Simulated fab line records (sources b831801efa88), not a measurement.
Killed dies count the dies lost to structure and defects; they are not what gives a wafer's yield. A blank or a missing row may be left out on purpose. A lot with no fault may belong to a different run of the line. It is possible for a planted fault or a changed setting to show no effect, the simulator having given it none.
2 desks looking at one fault + flow gf180mcu + each desk holds nothing but its own numbers, with what lay behind them at the end

AT THE METROLOGY DESK
Means of the sampled wafers that have a number, per lot and without regard to the tool the lot ran on: this is what the gauges read. Marked OUT: a lot whose mean sits more than 4 standard deviations from the usual mean, which makes it out of limits; the brackets give that distance.
Columns: A = V2_OVL at GF_V2_OVL_MEAS_15, usual -1 nm; B = cd_nm at GF_V3_CD_MEAS_14, usual 260.4 nm
| lot  | first seen here | A  | B     |
|------|-----------------|----|-------|
| L747 | day 20 17:49    | 2  | 260.8 |
| L750 | day 21 22:50    | 2  | 260.4 |
| L751 | day 22 08:14    | 3  | 258.3 |
| L752 | day 22 15:53    | -5 | 260.6 |
| L753 | day 23 01:54    | -7 | 259.8 |
| L754 | day 23 07:08    | -4 | 260.3 |
| L755 | day 23 22:53    | 1  | 261.3 |
| L758 | day 24 14:55    | -6 | 259.6 |
| L760 | day 25 19:02    | 7  | 260.8 |
| L762 | day 26 01:32    | 1  | 261.1 |
| L763 | day 26 07:08    | 3  | 261.6 |
| L767 | day 27 16:17    | -3 | 260.7 |
| L768 | day 27 17:52    | -0 | 259.6 |
Finding of this desk: none of the 13 lots has anything out of limits.

DESK OF THE TOOL OWNER: wet_bench-04
The tool's own readings at GF_M3_STRIP_18 (strips in post etch residue remover, time 1200 s): means of the sampled wafers that have a number, for each lot that ran on this tool. Marked OUT: a lot whose mean sits more than 4 standard deviations from the usual mean, which makes it out of limits; the brackets give that distance.
Columns: A = run_length_s at GF_M3_STRIP_18, usual 1227 s
| lot  | first seen here | A                     |
|------|-----------------|-----------------------|
| L752 | day 23 16:47    | 1232                  |
| L753 | day 24 03:02    | 1225                  |
| L758 | day 25 14:41    | 1227                  |
| L760 | day 26 17:02    | 893 (-99 or more) OUT |
| L762 | day 27 00:41    | 893 (-99 or more) OUT |
This desk's verdict: out of limits on L760, L762, starting with L760 at day 26 17:02 (run_length_s at GF_M3_STRIP_18). L752, L753, L758 stayed within limits.

BROUGHT TOGETHER
The tool owner's desk had the chance to raise an alarm at day 26 17:02 on L760, L762.
Nothing out of limits was seen by the metrology desk.
The metrology desk holds a record of L760, L762, inside its limits.
Of the lots named, all ran GF_M3_STRIP_18 on wet_bench-04.

WHAT THE SIMULATOR HAD INSERTED
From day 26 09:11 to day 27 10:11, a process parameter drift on wet_bench-04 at GF_M3_STRIP_18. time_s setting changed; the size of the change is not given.
Struck lots among those shown: L760, L762.
Each desk's first reading out of limits, in hours after the fault started: the tool owner's desk, 8.
